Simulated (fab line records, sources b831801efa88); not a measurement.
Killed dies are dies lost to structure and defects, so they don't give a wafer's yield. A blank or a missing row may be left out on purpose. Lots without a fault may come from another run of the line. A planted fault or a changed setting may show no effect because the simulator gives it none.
Problem report in the 8D (eight disciplines) form, filled by code | flow sky130 | the parts of the form that need people (team, actions taken, sign-off) are left out

1. THE PROBLEM
plate_temp_C at SKY_POLY_GATE_SOFTBAKE_09 reads a mean of 92.88 C on 6 wafers of 2 lots; wafers without a fault read 100.00 C with a standard deviation of 0.12. That is -59 standard deviations from the usual mean.
The step: time 87.27 s.
First seen on wafer L505.3, day 19 04:00, on litho_track-03. The record holds 18 wafers of 6 lots with a number at this step. Rule for "out", or "out of limits": more than 4 standard deviations from the usual mean. The other wafers with a number count as sound.

2. WHAT IT IS AND WHAT IT IS NOT
question                    | is                                 | is not
which readings at this step | plate_temp_C, heater_power_total_W | exhaust_pa
which lots                  | L505, L508                         | L500, L502, L506, L519
which wafers of those lots  | all that have a number             | -
read on which tools         | litho_track-03                     | litho_track-02, litho_track-04
when                        | from day 19 04:00                  | up to then (6 sound wafers); but 6 sound wafers of L506, L519 came after

3. SUSPECTS, AND WHAT RULES EACH OUT
Counting: a tool at a process step up to the reading stays a suspect if it ran every lot that is out and no sound lot after the first of them.
- litho_track-03 at SKY_POLY_GATE_SOFTBAKE_09 (time 87.27 s): ruled out as a lasting fault. Sound lots L519 ran on it after its first lot that is out, L505 (day 19 04:00).
Left after counting: nothing in the record.

4. THE CAUSE (what the simulator had put in)
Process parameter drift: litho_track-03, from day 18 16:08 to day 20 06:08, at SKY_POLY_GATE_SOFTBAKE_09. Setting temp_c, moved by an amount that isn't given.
Counting ruled it out, wrongly.

5. THE CHAIN OF EFFECTS, in route order
Each row: a reading whose mean over the struck wafers that have a number lies more than 3 standard deviations from the usual. Only readings for which the record gives a usual standard deviation are gone through. hours: the time from each lot's start at the first step in this table that gives one to its start at this step, as a median over the lots. sigmas: the change in usual standard deviations.
hours | step                      | reading              | usual    | on struck wafers | change | sigmas
0     | SKY_POLY_GATE_SOFTBAKE_09 | heater_power_total_W | 57.92 W  | 52.31            | -5.61  | -58
0     | SKY_POLY_GATE_SOFTBAKE_09 | plate_temp_C         | 100.00 C | 92.88            | -7.12  | -59
The process steps in it:
- SKY_POLY_GATE_SOFTBAKE_09: time 87.27 s.
Later measuring or inspecting steps at which every struck wafer that the step has a row for has a number for every such reading, and none has moved that far: SKY_POLY_GATE_CD_MEAS_13, SKY_POLY_GATE_OVL_MEAS_14.

6. WHAT WOULD HAVE CAUGHT IT SOONER
In this record the first reading out of limits was taken at day 19 04:00, 12 hours after the fault began at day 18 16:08.
